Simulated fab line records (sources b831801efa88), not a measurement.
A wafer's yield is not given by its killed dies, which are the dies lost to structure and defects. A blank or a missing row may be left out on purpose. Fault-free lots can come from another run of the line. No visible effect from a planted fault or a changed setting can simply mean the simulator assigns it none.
Matching of chambers	flow sfq-line	SFQ_TRILAYER_I0_CMP_CMP_028 on cmp-01: 4 sister chambers
The step polishes SiO2. 18 wafers are shown with their chamber, then 8 later ones without.

## WAFERS WITH THEIR CHAMBER
wafer	chamber	time-to-endpoint-s (s)	motor-current-A (A)
L615.4	3	225	10.1
L615.1	1	217	10.6
L615.5	2	223	9.3
L616.4	1	221	10.2
L616.1	3	223	9.9
L616.6	1	222	10.6
L618.1	1	213	10.1
L618.3	2	216	10.1
L618.5	1	218	9.9
L620.4	3	229	10.1
L621.1	3	223	10.0
L621.3	0	209	10.1
L622.3	1	213	9.8
L622.4	0	214	11.2
L630.1	2	219	9.8
L630.4	1	221	10.6
L630.5	1	232	10.4
L631.1	3	215	10.2

SIGNATURES (averages over the wafers above)
reading	chamber 0	chamber 1	chamber 2	chamber 3	scatter within a chamber
time-to-endpoint-s	211.50	219.62	219.33	223.00	5.35
motor-current-A	10.650	10.275	9.733	10.060	0.35
Rule: for each reading, subtract the chamber's mean from the wafer's reading, divide by that reading's scatter and square the result; add these up over the readings and take the root, which gives the wafer's distance from the chamber. If the next closest chamber is less than 2 further off than the closest, the wafer can't be placed; otherwise it belongs to the closest. How the scatter is found: for the shown wafers, subtract from each reading the mean of its chamber, square and add these, divide the total by (wafers less chambers), then take the root.

## WAFERS WITHOUT THEIR CHAMBER
wafer	time-to-endpoint-s (s)	motor-current-A (A)
L631.2	202	10.7
L631.6	217	10.3
L636.2	210	10.4
L636.3	219	10.6
L636.4	213	9.8
L637.1	210	10.6
L637.2	214	9.8
L637.3	220	9.9

## EACH ONE'S CHAMBER
wafer	from the rows above	in truth
L631.2	can't be placed: 0 or 1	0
L631.6	can't be placed: 1 or 3 or 0 or 2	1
L636.2	can't be placed: 0 or 1 or 2 or 3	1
L636.3	can't be placed: 1 or 0 or 3 or 2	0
L636.4	can't be placed: 2 or 1 or 3 or 0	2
L637.1	can't be placed: 0 or 1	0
L637.2	can't be placed: 2 or 1 or 3 or 0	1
L637.3	can't be placed: 2 or 3 or 1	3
Correctly placed: 0 of 8. Can't be placed from these rows: 8 (the true chamber is among the candidates in 8). Placed wrongly: 0.
